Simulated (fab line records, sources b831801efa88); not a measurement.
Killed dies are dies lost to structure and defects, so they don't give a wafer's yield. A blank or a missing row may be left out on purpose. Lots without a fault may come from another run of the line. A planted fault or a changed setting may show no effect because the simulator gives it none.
Which tool did it? | flow gf180mcu | 12 lots, 35 wafers sampled, at 6 steps of a route of 602

WHAT THE GAUGES READ, wafer by wafer
GF_V2_OVL_MEAS_15.
lot  | measured     | on         | V2_OVL (nm)
L766 | day 20 04:58 | overlay-01 | -5 -4 -10
L768 | day 21 07:55 | overlay-02 | -3 -5 -7
L769 | day 21 15:54 | overlay-02 | -3 4 8
L770 | day 22 07:02 | overlay-01 | -8 -13 -6
L771 | day 22 12:26 | overlay-01 | 6 3 -2
L772 | day 22 16:51 | overlay-02 | 5 8 8
L773 | day 23 00:16 | overlay-01 | 9 8 1
L774 | day 23 11:43 | overlay-02 | 0 -7 -4
L776 | day 24 02:48 | overlay-01 | -2 -4 1
L778 | day 24 15:33 | overlay-01 | -5 2 3
L780 | day 25 14:10 | overlay-02 | 0 -4 -10
L782 | day 26 00:39 | overlay-02 | -9 -6

GF_V3_THK_MEAS_03.
lot  | measured     | on            | V3_CVD_02_THK (nm)
L766 | day 21 07:52 | film_metro-01 | 841 864 854
L768 | day 22 10:50 | film_metro-02 | 836 861 839
L769 | day 22 18:01 | film_metro-01 | 848 833 867
L770 | day 23 08:38 | film_metro-04 | 845 838 859
L771 | day 23 13:25 | film_metro-04 | 844 850 849
L772 | day 23 17:49 | film_metro-02 | 853 864 874
L773 | day 24 01:43 | film_metro-01 | 855 868 868
L774 | day 24 12:38 | film_metro-04 | 826 830 854
L776 | day 25 04:00 | film_metro-01 | 854 855 867
L778 | day 25 16:22 | film_metro-04 | 845 839 844
L780 | day 26 14:12 | film_metro-01 | 837 848 849
L782 | day 26 23:52 | film_metro-01 | 965 973

GF_V3_CD_MEAS_14: target cd 260 nm.
lot  | measured     | on        | cd_nm (nm)
L766 | day 22 07:24 | cd_sem-02 | 257.5 258.4 258.5
L768 | day 23 10:32 | cd_sem-02 | 260.9 261.9 261.9
L769 | day 23 16:56 | cd_sem-01 | 260.9 259.6 260.8
L770 | day 24 07:54 | cd_sem-02 | 258.7 260.2 258.5
L771 | day 24 12:02 | cd_sem-02 | 259.7 260.1 258.9
L772 | day 24 16:13 | cd_sem-02 | 261.6 263.4 262.9
L773 | day 25 00:30 | cd_sem-02 | 262.0 261.7 262.3
L774 | day 25 10:29 | cd_sem-02 | 258.2 257.9 256.8
L776 | day 26 01:20 | cd_sem-02 | 259.2 259.6 258.6
L778 | day 26 13:44 | cd_sem-02 | 261.2 261.0 260.9
L780 | day 27 11:05 | cd_sem-01 | 259.3 260.6 260.6
L782 | day 27 20:53 | cd_sem-01 | 261.3 260.4

WHICH TOOL RAN EACH LOT (tool, then ch and the chambers of the sampled wafers, then the start)
lot  | GF_V2_SPUTTER_22             | GF_V3_CVD_02                    | GF_V3_CMP_04
L766 | pvd_sputter-02, day 20 05:44 | pecvd-02 ch 1,2, day 21 07:47   | cmp-02 ch 0,1,2, day 21 07:58
L768 | pvd_sputter-02, day 21 08:40 | pecvd-02 ch 0,1, day 22 10:46   | cmp-01 ch 1,2,3, day 22 10:57
L769 | pvd_sputter-01, day 21 16:40 | pecvd-04 ch 0,1, day 22 17:56   | cmp-01 ch 0,1,2, day 22 18:10
L770 | pvd_sputter-02, day 22 07:47 | pecvd-01 ch 0,1, day 23 08:33   | cmp-01 ch 0,1, day 23 08:48
L771 | pvd_sputter-02, day 22 13:11 | pecvd-02 ch 0,1,2, day 23 13:20 | cmp-01 ch 2,3, day 23 13:28
L772 | pvd_sputter-01, day 22 17:37 | pecvd-02 ch 0,2, day 23 17:44   | cmp-01 ch 0,1, day 23 17:52
L773 | pvd_sputter-01, day 23 01:01 | pecvd-01 ch 1,2, day 24 01:39   | cmp-02 ch 1,2,3, day 24 01:50
L774 | pvd_sputter-02, day 23 12:29 | pecvd-04 ch 1,2, day 24 12:34   | cmp-01 ch 0,2,3, day 24 12:45
L776 | pvd_sputter-04, day 24 03:34 | pecvd-02 ch 1,2, day 25 03:56   | cmp-02 ch 1,3, day 25 04:04
L778 | pvd_sputter-02, day 24 16:43 | pecvd-02 ch 1,2, day 25 16:18   | cmp-02 ch 0,2,3, day 25 16:29
L780 | pvd_sputter-01, day 25 14:56 | pecvd-02 ch 0,1,2, day 26 14:08 | cmp-02 ch 0,1,3, day 26 14:16
L782 | pvd_sputter-01, day 26 01:25 | pecvd-02 ch 0,1, day 26 23:48   | cmp-01 ch 2,3, day 26 23:56
- GF_V2_SPUTTER_22: material TiN, target thk 10 nm, time 40 s.
- GF_V3_CVD_02: deposits SiO2 from TEOS, target thk 850 nm, time 94.851 s.
- GF_V3_CMP_04: polishes SiO2.

WHAT THE TOOLS THEMSELVES READ (means of the sampled wafers that have a number; where no wafer has one, the mark that the record gives instead)
GF_V2_SPUTTER_22.
lot  | tool           | cathode_dc_power_W (W) | throttle_valve_pct (%)
L766 | pvd_sputter-02 | 3999.6                 | 30.2
L768 | pvd_sputter-02 | 4000.3                 | 30.9
L769 | pvd_sputter-01 | 4000.1                 | 30.0
L770 | pvd_sputter-02 | 4000.2                 | 31.0
L771 | pvd_sputter-02 | 4000.0                 | 31.3
L772 | pvd_sputter-01 | 3999.6                 | 30.1
L773 | pvd_sputter-01 | 3999.5                 | 30.0
L774 | pvd_sputter-02 | 4000.2                 | 30.1
L776 | pvd_sputter-04 | 4000.0                 | 29.4
L778 | pvd_sputter-02 | 3999.4                 | 30.4
L780 | pvd_sputter-01 | 3999.1                 | 31.0
L782 | pvd_sputter-01 | 4000.0                 | 30.8

GF_V3_CVD_02.
lot  | tool     | heater_power_w (W)
L766 | pecvd-02 | 872
L768 | pecvd-02 | 594
L769 | pecvd-04 | 577
L770 | pecvd-01 | 627
L771 | pecvd-02 | 693
L772 | pecvd-02 | 858
L773 | pecvd-01 | 591
L774 | pecvd-04 | 596
L776 | pecvd-02 | 764
L778 | pecvd-02 | 720
L780 | pecvd-02 | 750
L782 | pecvd-02 | 542

GF_V3_CMP_04.
lot  | tool   | edge_zone_pressure_frac | motor_current_A (A) | time_to_endpoint_s (s)
L766 | cmp-02 | 0.998                   | 11.7                | 79
L768 | cmp-01 | 0.998                   | 11.9                | 82
L769 | cmp-01 | 1.003                   | 12.4                | 85
L770 | cmp-01 | 0.996                   | 13.1                | 80
L771 | cmp-01 | 1.007                   | 11.0                | 83
L772 | cmp-01 | 1.002                   | 13.3                | 87
L773 | cmp-02 | 1.000                   | 11.8                | 85
L774 | cmp-01 | 0.999                   | 11.5                | 78
L776 | cmp-02 | 0.997                   | 10.7                | 82
L778 | cmp-02 | 0.999                   | 12.2                | 77
L780 | cmp-02 | 1.000                   | 11.1                | 76
L782 | cmp-01 | 0.999                   | 10.7                | 124

THE ANSWER, worked out from the rows above alone
Rule: what is usual is taken from the lots themselves. Put in order of their means at a reading, lots are off if they are a third of the lots or fewer, leave a main group of 4 or more, and stand apart from it by a gap of 3 or more times the standard deviation of the main group's means; of several such gaps the widest counts. A main group whose means are all the same, to the digits that the tables above print for the reading, isn't used. A lot without any number at a reading at which 4 lots or more have one is off too. The other lots that the step has rows for count as sound. The gauges are gone through in route order, then the tools' own readings, and for those a lot's mean is taken as printed above. The first step at which some lot is off is used, and at that step the reading that is off furthest; a lot without a number counts as furthest.
Off: L782, at GF_V3_THK_MEAS_03 (V3_CVD_02_THK). The main group: mean 850 nm, standard deviation 8.3.
A tool fits if, at a process step before that reading, it ran every lot that is off, and no sound lot after the first of them. The gauges at GF_V3_THK_MEAS_03 aren't tried: what is off there is off at GF_V3_CMP_04 too, on other tools, and a gauge's error can't cause that. Can't be told from this: 2 tools fit, pvd_sputter-01 at GF_V2_SPUTTER_22, pecvd-02 at GF_V3_CVD_02.

WHAT THE SIMULATOR HAD PUT IN
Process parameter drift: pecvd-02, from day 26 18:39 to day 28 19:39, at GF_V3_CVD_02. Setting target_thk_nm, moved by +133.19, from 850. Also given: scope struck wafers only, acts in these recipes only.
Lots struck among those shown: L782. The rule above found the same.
